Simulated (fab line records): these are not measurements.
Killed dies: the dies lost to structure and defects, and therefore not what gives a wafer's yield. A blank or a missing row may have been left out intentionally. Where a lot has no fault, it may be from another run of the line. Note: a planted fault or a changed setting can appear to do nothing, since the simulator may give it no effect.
What tool caused it? || flow sky130 || 6 lots, 18 wafers sampled, at 2 steps of a route of 708

== WHAT THE GAUGES SHOWED, per wafer ==
SKY_LOCAL_INTERCONNECT_CD_MEAS_11: the cd target is 170 nm.
{"lot": "L398", "measured": "day 31 11:19", "on": "cd sem-02", "cd nm (nm)": "167.8 169.4 170.6"}
{"lot": "L402", "measured": "day 33 00:40", "on": "cd sem-02", "cd nm (nm)": "170.1 170.0 169.8"}
{"lot": "L404", "measured": "day 33 11:20", "on": "cd sem-02", "cd nm (nm)": "170.6 171.5 170.0"}
{"lot": "L406", "measured": "day 33 17:43", "on": "cd sem-01", "cd nm (nm)": "170.9 169.9 170.6"}
{"lot": "L408", "measured": "day 34 15:13", "on": "cd sem-02", "cd nm (nm)": "91.4 172.8 170.9"}
{"lot": "L418", "measured": "day 37 17:22", "on": "cd sem-02", "cd nm (nm)": "170.5 170.8 170.9"}

== WHICH TOOL RAN EACH LOT (tool, then ch and the chambers of the sampled wafers, then the start) ==
{"lot": "L398", "SKY_LOCAL_INTERCONNECT_EXPOSE_08": "krf scanner-01 ch 0, day 30 21:31"}
{"lot": "L402", "SKY_LOCAL_INTERCONNECT_EXPOSE_08": "krf scanner-01 ch 0, day 32 11:15"}
{"lot": "L404", "SKY_LOCAL_INTERCONNECT_EXPOSE_08": "krf scanner-02 ch 0, day 32 21:40"}
{"lot": "L406", "SKY_LOCAL_INTERCONNECT_EXPOSE_08": "krf scanner-01 ch 0, day 33 04:19"}
{"lot": "L408", "SKY_LOCAL_INTERCONNECT_EXPOSE_08": "krf scanner-01 ch 0, day 34 02:04"}
{"lot": "L418", "SKY_LOCAL_INTERCONNECT_EXPOSE_08": "krf scanner-01 ch 0, day 37 04:36"}
- SKY_LOCAL_INTERCONNECT_EXPOSE_08: exposes mask LI1M, target cd 170 nm.

== THE ANSWER, worked out from the rows above alone ==
Rule: usual is defined by the lots themselves. Put in order of their means at a reading, lots are off if they are a third of the lots or fewer, leave a main group of 4 or more, and stand apart from it by a gap of 3 or more times the standard deviation of the main group's means; of several such gaps the widest counts. A main group whose means are all the same, to the digits that the tables above print for the reading, isn't used. Also off: a lot with no number at a reading for which 4 or more lots have one. Any other lot the step has rows for is counted as sound.
Off, at SKY_LOCAL_INTERCONNECT_CD_MEAS_11 on cd nm: L408. The main group: mean 170.2 nm, standard deviation 0.55.
A tool fits if, at a process step before that reading, it ran every lot that is off, and no sound lot after the first of them. Gauges at SKY_LOCAL_INTERCONNECT_CD_MEAS_11: tried the same way as those tools. Of those tried, none fits.

== WHAT THE SIMULATOR HAD PUT IN ==
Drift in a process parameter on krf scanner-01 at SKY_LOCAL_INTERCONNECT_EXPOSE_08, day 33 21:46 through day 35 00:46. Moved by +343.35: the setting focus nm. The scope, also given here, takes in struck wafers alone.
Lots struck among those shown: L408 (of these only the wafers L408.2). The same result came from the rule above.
